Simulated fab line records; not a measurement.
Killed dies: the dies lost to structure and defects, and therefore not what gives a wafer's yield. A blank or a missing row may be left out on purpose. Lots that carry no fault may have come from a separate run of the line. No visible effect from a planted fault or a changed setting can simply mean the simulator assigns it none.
Which tool was responsible?    flow sky130    36 wafers from 12 lots sampled at 5 of the route's 708 steps

## WHAT THE GAUGES READ, wafer by wafer
SKY_GATE_OXIDE_THK_MEAS_02.
lot   measured      on             GATE_OXIDE_OXIDATION_00_THK (nm)
L155  day 12 19:26  film_metro-04  10.26 10.19 10.29
L156  day 13 02:58  film_metro-04  10.25 10.11 10.15
L158  day 13 18:12  film_metro-03  10.16 10.17 10.21
L164  day 15 19:56  film_metro-03  10.29 10.39 10.24
L166  day 16 14:41  film_metro-04  11.74 11.61 11.79 11.73 11.59 11.81
L167  day 16 19:34  film_metro-03  11.16 11.38 11.42 11.19 11.36 11.37
L172  day 19 15:01  film_metro-01  10.24 10.29 10.10
L173  day 20 04:17  film_metro-01  10.02 10.01 10.06
L176  day 20 05:43  film_metro-01  10.31 10.14 10.18
L175  day 20 12:44  film_metro-03  10.35 10.31 10.49
L177  day 20 18:56  film_metro-03  10.04 10.02 9.87
L178  day 21 01:04  film_metro-03  10.24 10.21 10.30

SKY_POLY_GATE_THK_MEAS_01.
lot   measured      on             POLY_GATE_CVD_00_THK (nm)
L155  day 14 00:10  film_metro-01  177.3 178.1 177.0
L156  day 14 10:43  film_metro-03  177.4 177.6 178.0
L158  day 14 23:48  film_metro-01  177.5 177.4 177.9
L164  day 17 04:52  film_metro-03  179.2 178.7 179.2
L166  day 18 04:31  film_metro-02  178.8 181.1 180.1
L167  day 18 09:23  film_metro-02  180.2 180.0 180.3
L172  day 21 01:03  film_metro-02  182.3 181.3 182.4
L173  day 21 13:25  film_metro-01  181.4 180.5 180.5
L176  day 21 14:58  film_metro-02  179.9 181.0 181.1
L175  day 21 21:35  film_metro-01  180.2 177.0 178.6
L177  day 22 12:55  film_metro-01  181.0 180.5 179.5
L178  day 22 16:13  film_metro-01  180.4 180.3 180.0

SKY_POLY_GATE_THK_MEAS_21.
lot   measured      on             POLY_GATE_OXIDATION_THK (nm)
L155  day 16 11:01  film_metro-03  4.04 4.06 4.02
L156  day 16 22:01  film_metro-02  3.86 3.90 3.87
L158  day 17 12:23  film_metro-03  3.86 3.80 3.82
L164  day 19 21:55  film_metro-01  4.08 4.00 4.05
L166  day 20 16:47  film_metro-02  3.94 3.92 3.95
L167  day 20 19:26  film_metro-03  4.01 4.05 3.99
L172  day 24 01:00  film_metro-02  4.06 4.11 4.06
L173  day 24 05:17  film_metro-02  3.94 3.97 3.94
L176  day 24 05:21  film_metro-03  4.04 3.97 3.91
L175  day 24 09:29  film_metro-02  3.91 4.09 3.95
L177  day 25 05:25  film_metro-01  4.07 3.96 3.95
L178  day 25 10:28  film_metro-03  3.89 3.95 3.96

## WHICH TOOL RAN EACH LOT (tool, then ch and the chambers of the sampled wafers, then the start)
lot   SKY_SONOS_ONO_ETCH_15               SKY_GATE_OXIDE_OXIDATION_01
L155  rie_diel-03 ch 2,3, day 12 16:36    furnace-02 ch 0, day 12 18:01
L156  rie_diel-03 ch 0,1, day 13 01:14    furnace-01 ch 0, day 13 01:34
L158  rie_diel-02 ch 1,2, day 13 15:14    furnace-02 ch 0, day 13 16:47
L164  rie_diel-04 ch 0,1,2, day 15 17:29  furnace-02 ch 0, day 15 18:31
L166  rie_diel-04 ch 2,3, day 16 12:56    furnace-01 ch 0, day 16 13:16
L167  rie_diel-04 ch 0,3, day 16 17:50    furnace-01 ch 0, day 16 18:10
L172  rie_diel-04 ch 2,3, day 19 12:23    furnace-02 ch 0, day 19 13:34
L173  rie_diel-03 ch 0,2, day 20 02:29    furnace-01 ch 0, day 20 02:53
L176  rie_diel-02 ch 1,3, day 20 03:38    furnace-01 ch 0, day 20 04:17
L175  rie_diel-03 ch 0,1,2, day 20 10:59  furnace-01 ch 0, day 20 11:19
L177  rie_diel-03 ch 0,2,3, day 20 17:11  furnace-01 ch 0, day 20 17:31
L178  rie_diel-02 ch 0,1, day 20 23:05    furnace-01 ch 0, day 20 23:38
- SKY_SONOS_ONO_ETCH_15: etches the open film in CHF3/O2, target depth 19.52 nm, time 7.8 s.
- SKY_GATE_OXIDE_OXIDATION_01: stabilise 600 s, purge 300 s, target thk 10.268 nm.

## AS READ BY THE TOOLS THEMSELVES (means over the sampled wafers that have a number; for cases with no such wafer, the mark the record gives instead)
SKY_SONOS_ONO_ETCH_15.
lot   tool         O2_flow_sccm (sccm)  drypump_motor_current_A (A)  oes_product_au (a.u.)  throttle_valve_pct (%)
L155  rie_diel-03  4.992                5.9                          0.992                  8.830
L156  rie_diel-03  5.007                5.7                          1.001                  8.831
L158  rie_diel-02  5.017                5.7                          1.000                  8.814
L164  rie_diel-04  5.001                5.7                          1.012                  8.823
L166  rie_diel-04  5.001                5.4                          1.000                  8.837
L167  rie_diel-04  5.002                5.9                          1.010                  8.826
L172  rie_diel-04  4.992                5.4                          1.002                  8.822
L173  rie_diel-03  4.997                6.0                          0.999                  8.818
L176  rie_diel-02  4.994                6.0                          0.994                  8.823
L175  rie_diel-03  4.990                6.0                          1.001                  8.827
L177  rie_diel-03  4.999                5.9                          1.001                  8.829
L178  rie_diel-02  5.023                5.8                          1.000                  8.829

SKY_GATE_OXIDE_OXIDATION_01.
lot   tool        ox_temp_c_max  zone_power_upper_pct (%)
L155  furnace-02  904.6          19.0
L156  furnace-01  904.0          20.4
L158  furnace-02  904.8          18.9
L164  furnace-02  904.7          19.1
L166  furnace-01  904.1          20.4
L167  furnace-01  903.7          20.3
L172  furnace-02  905.7          19.2
L173  furnace-01  903.8          20.2
L176  furnace-01  903.5          20.2
L175  furnace-01  903.4          20.1
L177  furnace-01  904.0          20.3
L178  furnace-01  903.9          20.3

## THE ANSWER, worked out from the rows above alone
Rule: the usual values come from the lots themselves. Put in order of their means at a reading, lots are off if they are a third of the lots or fewer, leave a main group of 4 or more, and stand apart from it by a gap of 3 or more times the standard deviation of the main group's means; of several such gaps the widest counts. The tables above print the reading to a certain number of digits; a main group whose means all agree to those digits is not used. Also off: a lot with no number at a reading for which 4 or more lots have one. Where the step has rows for the other lots, those lots are counted as sound. The gauges are gone through in route order, then the tools' own readings, and for those a lot's mean is taken as printed above. The first step at which some lot is off is used, and at that step the reading that is off furthest; a lot without a number counts as furthest.
Off: at SKY_GATE_OXIDE_THK_MEAS_02 (GATE_OXIDE_OXIDATION_00_THK), L166, L167. The main group has a mean of 10.20 nm with a standard deviation of 0.11.
A tool fits if, at a process step before that reading, it ran every lot that is off, and no sound lot after the first of them. Those tools and the gauges at SKY_GATE_OXIDE_THK_MEAS_02 are tried in the same way. None of those tried fits.

## WHAT THE SIMULATOR PUT IN
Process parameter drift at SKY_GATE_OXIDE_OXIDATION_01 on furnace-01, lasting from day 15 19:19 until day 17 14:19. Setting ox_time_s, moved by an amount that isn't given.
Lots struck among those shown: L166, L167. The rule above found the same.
